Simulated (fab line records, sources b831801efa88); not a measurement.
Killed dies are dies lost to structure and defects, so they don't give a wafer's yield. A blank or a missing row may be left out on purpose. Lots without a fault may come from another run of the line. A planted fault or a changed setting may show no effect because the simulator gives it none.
Which tool did it? | flow sky130 | 15 lots, 42 wafers sampled, at 2 steps of a route of 708

WHAT THE GAUGES READ, wafer by wafer
SKY_LI_CONTACT_THK_MEAS_01. Usual: LI_CONTACT_HDPCVD_THK 930 nm, standard deviation 12.
lot  | measured     | on            | LI_CONTACT_HDPCVD_THK (nm) | flag
L984 | day 28 04:23 | film_metro-03 | 931 931 927                |
L985 | day 28 10:19 | film_metro-01 | 927 923 927                |
L986 | day 28 23:40 | film_metro-01 | 945 949 950                |
L987 | day 29 06:34 | film_metro-02 | 923 925 930                |
L988 | day 29 16:49 | film_metro-02 | 941 929 947                |
L989 | day 29 23:46 | film_metro-02 | 924 929 929                |
L990 | day 30 11:46 | film_metro-03 | 917 917 938                |
L991 | day 30 17:46 | film_metro-02 | 932 949 936                |
L992 | day 30 20:38 | film_metro-03 | 936 943 918                |
L994 | day 31 16:46 | film_metro-03 | 910 512                    | OFF
L995 | day 32 01:29 | film_metro-01 | 528 532                    | OFF
L997 | day 32 10:56 | film_metro-03 | 518 527                    | OFF
L104 | day 34 23:02 | film_metro-03 | 918 935 929                |
L105 | day 35 01:53 | film_metro-01 | 939 942 942                |
L106 | day 36 13:49 | film_metro-01 | 940 916 940                |

WHICH TOOL RAN EACH LOT (tool, then ch and the chambers of the sampled wafers, then the start)
lot  | SKY_LI_CONTACT_HDPCVD_00
L984 | hdpcvd-02 ch 0,2, day 28 04:17
L985 | hdpcvd-02 ch 0,1, day 28 10:13
L986 | hdpcvd-02 ch 0,2, day 28 23:34
L987 | hdpcvd-02 ch 1,2, day 29 06:28
L988 | hdpcvd-02 ch 0,1,2, day 29 16:43
L989 | hdpcvd-01 ch 0,2, day 29 23:40
L990 | hdpcvd-01 ch 0,1,2, day 30 11:39
L991 | hdpcvd-01 ch 0,1,2, day 30 17:39
L992 | hdpcvd-01 ch 0,1, day 30 20:32
L994 | hdpcvd-01 ch 0,2, day 31 16:40
L995 | hdpcvd-01 ch 1, day 32 01:22
L997 | hdpcvd-01 ch 1, day 32 10:49
L104 | hdpcvd-01 ch 1,2, day 34 22:55
L105 | hdpcvd-02 ch 0,1,2, day 35 01:46
L106 | hdpcvd-01 ch 0,1, day 36 13:42
- SKY_LI_CONTACT_HDPCVD_00: deposits PSG, target thk 930 nm, time 155 s.

WHAT THE TOOLS THEMSELVES READ (means of the sampled wafers that have a number; where no wafer has one, the mark that the record gives instead)
The record holds no such reading with a usual standard deviation.

THE ANSWER, worked out from the rows above alone
Rule: a lot is off if the mean of its wafers that have a number lies more than 3 standard deviations from the usual mean. A lot without any number at a reading at which 4 lots or more have one is off too. The other lots that the step has rows for count as sound. The gauges are gone through in route order, then the tools' own readings, and for those a lot's mean is taken as printed above. The first step at which some lot is off is used, and at that step the reading that is off furthest; a lot without a number counts as furthest.
Off: L994, L995, L997, at SKY_LI_CONTACT_THK_MEAS_01 (LI_CONTACT_HDPCVD_THK).
A tool fits if, at a process step before that reading, it ran every lot that is off, and no sound lot after the first of them. The gauges at SKY_LI_CONTACT_THK_MEAS_01 are tried like those tools. None of those tried fits.

WHAT THE SIMULATOR HAD PUT IN
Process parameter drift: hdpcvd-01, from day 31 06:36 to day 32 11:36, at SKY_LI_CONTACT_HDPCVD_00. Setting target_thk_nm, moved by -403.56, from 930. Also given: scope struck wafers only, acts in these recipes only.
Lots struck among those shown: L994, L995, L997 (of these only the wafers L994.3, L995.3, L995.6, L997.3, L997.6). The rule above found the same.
